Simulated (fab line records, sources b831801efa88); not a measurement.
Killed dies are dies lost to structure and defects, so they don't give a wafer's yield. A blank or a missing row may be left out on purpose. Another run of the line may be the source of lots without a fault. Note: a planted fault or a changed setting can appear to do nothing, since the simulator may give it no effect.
What tool caused it? :: flow gf180mcu :: 12 lots, 36 wafers sampled, at 3 steps of a route of 602

WHAT EACH GAUGE READ, for each wafer
GF_V1_CD_MEAS_14 targets a cd of 260 nm. Usual: cd_nm at 260.0 nm, with a standard deviation of 1.5.
lot: L214
measured: day 18 09:40
on: cd_sem-01
cd_nm (nm): 258.2 259.3 257.9
flag: 

lot: L216
measured: day 19 05:07
on: cd_sem-01
cd_nm (nm): 260.8 261.0 260.1
flag: 

lot: L217
measured: day 19 16:29
on: cd_sem-02
cd_nm (nm): 259.8 259.4 258.2
flag: 

lot: L219
measured: day 20 12:16
on: cd_sem-01
cd_nm (nm): 258.8 258.8 259.2
flag: 

lot: L220
measured: day 20 23:09
on: cd_sem-02
cd_nm (nm): 261.8 261.0 258.6
flag: 

lot: L221
measured: day 21 08:13
on: cd_sem-01
cd_nm (nm): 260.8 260.2 258.9
flag: 

lot: L222
measured: day 21 19:42
on: cd_sem-01
cd_nm (nm): 259.0 258.5 258.4
flag: 

lot: L223
measured: day 21 23:15
on: cd_sem-01
cd_nm (nm): 261.1 260.4 260.2
flag: 

lot: L225
measured: day 23 00:31
on: cd_sem-02
cd_nm (nm): 256.6 256.3 256.9
flag: 

lot: L226
measured: day 23 06:08
on: cd_sem-01
cd_nm (nm): 261.2 260.8 261.0
flag: 

lot: L230
measured: day 24 10:40
on: cd_sem-02
cd_nm (nm): 251.3 251.7 252.3
flag: OFF

lot: L231
measured: day 24 18:05
on: cd_sem-02
cd_nm (nm): 255.1 253.6 253.9
flag: OFF

WHAT TOOL EACH LOT RAN ON (gives the tool, then ch and the chambers of the sampled wafers, and finally the start)
lot: L214
GF_V1_CMP_04: cmp-02 ch 1,2,3, day 17 09:37
GF_V1_SOFTBAKE_10: litho_track-03 ch 0, day 17 22:00

lot: L216
GF_V1_CMP_04: cmp-01 ch 0,3, day 18 04:14
GF_V1_SOFTBAKE_10: litho_track-04 ch 0, day 18 16:00

lot: L217
GF_V1_CMP_04: cmp-02 ch 0,1,3, day 18 15:40
GF_V1_SOFTBAKE_10: litho_track-03 ch 0, day 19 04:00

lot: L219
GF_V1_CMP_04: cmp-01 ch 0,1,3, day 19 11:54
GF_V1_SOFTBAKE_10: litho_track-03 ch 0, day 20 00:00

lot: L220
GF_V1_CMP_04: cmp-01 ch 1,3, day 19 22:23
GF_V1_SOFTBAKE_10: litho_track-02 ch 0, day 20 10:00

lot: L221
GF_V1_CMP_04: cmp-01 ch 1,2,3, day 20 07:55
GF_V1_SOFTBAKE_10: litho_track-03 ch 0, day 20 19:00

lot: L222
GF_V1_CMP_04: cmp-01 ch 1,2,3, day 20 19:08
GF_V1_SOFTBAKE_10: litho_track-03 ch 0, day 21 07:00

lot: L223
GF_V1_CMP_04: cmp-02 ch 0,2,3, day 20 23:25
GF_V1_SOFTBAKE_10: litho_track-02 ch 0, day 21 11:00

lot: L225
GF_V1_CMP_04: cmp-02 ch 0,1, day 22 01:00
GF_V1_SOFTBAKE_10: litho_track-02 ch 0, day 22 12:00

lot: L226
GF_V1_CMP_04: cmp-01 ch 0,2, day 22 06:28
GF_V1_SOFTBAKE_10: litho_track-02 ch 0, day 22 18:00

lot: L230
GF_V1_CMP_04: cmp-01 ch 0,1,2, day 23 12:11
GF_V1_SOFTBAKE_10: litho_track-02 ch 0, day 23 23:00

lot: L231
GF_V1_CMP_04: cmp-02 ch 0,1, day 23 19:31
GF_V1_SOFTBAKE_10: litho_track-02 ch 0, day 24 06:00
- GF_V1_CMP_04: polishes SiO2.
- GF_V1_SOFTBAKE_10: time 60 s.

AS READ BY THE TOOLS THEMSELVES (means over the sampled wafers that have a number; for cases with no such wafer, the mark the record gives instead)
GF_V1_CMP_04. Usual: motor_current_A 12.4 A, standard deviation 1.5; time_to_endpoint_s 80 s, standard deviation 5.1.
lot: L214
tool: cmp-02
motor_current_A (A): 11.3
time_to_endpoint_s (s): 89
flag: 

lot: L216
tool: cmp-01
motor_current_A (A): 11.6
time_to_endpoint_s (s): 74
flag: 

lot: L217
tool: cmp-02
motor_current_A (A): 12.2
time_to_endpoint_s (s): 82
flag: 

lot: L219
tool: cmp-01
motor_current_A (A): 12.6
time_to_endpoint_s (s): 79
flag: 

lot: L220
tool: cmp-01
motor_current_A (A): 12.9
time_to_endpoint_s (s): 79
flag: 

lot: L221
tool: cmp-01
motor_current_A (A): 12.7
time_to_endpoint_s (s): 76
flag: 

lot: L222
tool: cmp-01
motor_current_A (A): 12.7
time_to_endpoint_s (s): 76
flag: 

lot: L223
tool: cmp-02
motor_current_A (A): 11.9
time_to_endpoint_s (s): 83
flag: 

lot: L225
tool: cmp-02
motor_current_A (A): 14.0
time_to_endpoint_s (s): 79
flag: 

lot: L226
tool: cmp-01
motor_current_A (A): 12.4
time_to_endpoint_s (s): 80
flag: 

lot: L230
tool: cmp-01
motor_current_A (A): 12.3
time_to_endpoint_s (s): 73
flag: 

lot: L231
tool: cmp-02
motor_current_A (A): 13.8
time_to_endpoint_s (s): 78
flag: 

GF_V1_SOFTBAKE_10. Usual: heater_power_total_W 93.05 W, standard deviation 0.062; run_length_s 89.03 s, standard deviation 0.18.
lot: L214
tool: litho_track-03
heater_power_total_W (W): 92.96
run_length_s (s): 89.01
flag: 

lot: L216
tool: litho_track-04
heater_power_total_W (W): 93.03
run_length_s (s): 88.98
flag: 

lot: L217
tool: litho_track-03
heater_power_total_W (W): 93.04
run_length_s (s): 88.93
flag: 

lot: L219
tool: litho_track-03
heater_power_total_W (W): 93.12
run_length_s (s): 88.87
flag: 

lot: L220
tool: litho_track-02
heater_power_total_W (W): 93.03
run_length_s (s): 89.25
flag: 

lot: L221
tool: litho_track-03
heater_power_total_W (W): 93.08
run_length_s (s): 88.87
flag: 

lot: L222
tool: litho_track-03
heater_power_total_W (W): 93.00
run_length_s (s): 88.91
flag: 

lot: L223
tool: litho_track-02
heater_power_total_W (W): 93.08
run_length_s (s): 89.25
flag: 

lot: L225
tool: litho_track-02
heater_power_total_W (W): 93.04
run_length_s (s): 89.18
flag: 

lot: L226
tool: litho_track-02
heater_power_total_W (W): 93.08
run_length_s (s): 89.16
flag: 

lot: L230
tool: litho_track-02
heater_power_total_W (W): 109.10
run_length_s (s): 65.63
flag: OFF

lot: L231
tool: litho_track-02
heater_power_total_W (W): 109.10
run_length_s (s): 65.65
flag: OFF

THE ANSWER, worked out from the rows above alone
Rule: take the mean of a lot's wafers that have a number; if it is more than 3 standard deviations from the usual mean, the lot is off. Also off: a lot with no number at a reading for which 4 or more lots have one. The other lots that the step has rows for count as sound. The gauges are gone through in route order, then the tools' own readings, and for those a lot's mean is taken as printed above. The first step at which some lot is off is used, and at that step the reading that is off furthest; a lot without a number counts as furthest.
Off, at GF_V1_CD_MEAS_14 on cd_nm: L230, L231.
If a tool, at a process step before that reading, ran all the lots that are off and no sound lot after the first of them, it fits. Not tried: the gauges at GF_V1_CD_MEAS_14; whatever is off there is also off at GF_V1_SOFTBAKE_10, on other tools, and gauge error can't account for it. One fits: litho_track-02 at GF_V1_SOFTBAKE_10. Its last sound lot is L226 (day 22 18:00), its first lot that is off L230 (day 23 23:00): a fault that began between those two fits.
The tool's own readings at GF_V1_SOFTBAKE_10 bear it out: on the lots that are off they differ by more than 5 times the standard deviation of the sound lots' means. heater_power_total_W reads 109.10 W there against 93.05 W on the sound lots; run_length_s reads 65.64 s there against 89.04 s on the sound lots.

WHAT THE SIMULATOR HAD PUT IN
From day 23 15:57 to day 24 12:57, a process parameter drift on litho_track-02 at GF_V1_SOFTBAKE_10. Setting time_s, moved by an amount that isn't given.
Lots struck among those shown: L230, L231. Same finding as the rule above.
